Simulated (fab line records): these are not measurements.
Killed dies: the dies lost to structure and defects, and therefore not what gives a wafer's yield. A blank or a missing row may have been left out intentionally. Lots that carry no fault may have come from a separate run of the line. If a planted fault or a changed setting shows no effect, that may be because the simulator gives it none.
Which tool is to blame? :: flow sky130 :: Sampling: 7 lots, 21 wafers, 2 of 708 route steps

## WHAT THE GAUGES SHOWED, per wafer
SKY_CAPM_OVL_MEAS_12.
lot: L127
measured: day 38 03:00
on: overlay-01
CAPM_OVL (nm): 1.7 2.1 1.1

lot: L129
measured: day 38 22:23
on: overlay-01
CAPM_OVL (nm): 1.0 0.3 1.5

lot: L132
measured: day 39 13:57
on: overlay-01
CAPM_OVL (nm): 2.1 2.0 2.2

lot: L135
measured: day 40 15:05
on: overlay-02
CAPM_OVL (nm): - - -

lot: L137
measured: day 41 01:39
on: overlay-02
CAPM_OVL (nm): - - -

lot: L141
measured: day 42 08:11
on: overlay-02
CAPM_OVL (nm): 1.0 0.9 1.2

lot: L147
measured: day 44 11:05
on: overlay-02
CAPM_OVL (nm): 1.8 1.4 0.6

## EACH LOT AND THE TOOL THAT RAN IT (in order: tool; ch and the chambers of the sampled wafers; start)
lot: L127
SKY_CAPM_DEVELOP_11: litho_track-03 ch 0, day 38 02:51

lot: L129
SKY_CAPM_DEVELOP_11: litho_track-02 ch 0, day 38 22:16

lot: L132
SKY_CAPM_DEVELOP_11: litho_track-02 ch 0, day 39 13:50

lot: L135
SKY_CAPM_DEVELOP_11: litho_track-04, day 40 14:56

lot: L137
SKY_CAPM_DEVELOP_11: litho_track-03, day 41 01:30

lot: L141
SKY_CAPM_DEVELOP_11: litho_track-02 ch 0, day 42 08:04

lot: L147
SKY_CAPM_DEVELOP_11: litho_track-04 ch 0, day 44 10:56
- SKY_CAPM_DEVELOP_11: develop time 60 s.

## THE ANSWER, worked out from the rows above alone
Rule: what is usual is taken from the lots themselves. The widest of any qualifying gaps counts: lots, ordered by their means at a reading, are off when they make up no more than a third of the lots, leave a main group of 4 or more, and stand apart from it by 3 or more times the standard deviation of that group's means. Not used: any main group whose means are identical at the precision the tables above print for the reading. Also off: a lot with no number at a reading for which 4 or more lots have one. The other lots that the step has rows for count as sound.
Off: L135, L137, seen at SKY_CAPM_OVL_MEAS_12 (CAPM_OVL). Without a number there: L135, L137. Mean 1.4 nm and standard deviation 0.43 in the main group.
If a tool, at a process step before that reading, ran all the lots that are off and no sound lot after the first of them, it fits. Gauges at SKY_CAPM_OVL_MEAS_12: tried the same way as those tools. No candidate that was tried fits.

## WHAT THE SIMULATOR PUT IN
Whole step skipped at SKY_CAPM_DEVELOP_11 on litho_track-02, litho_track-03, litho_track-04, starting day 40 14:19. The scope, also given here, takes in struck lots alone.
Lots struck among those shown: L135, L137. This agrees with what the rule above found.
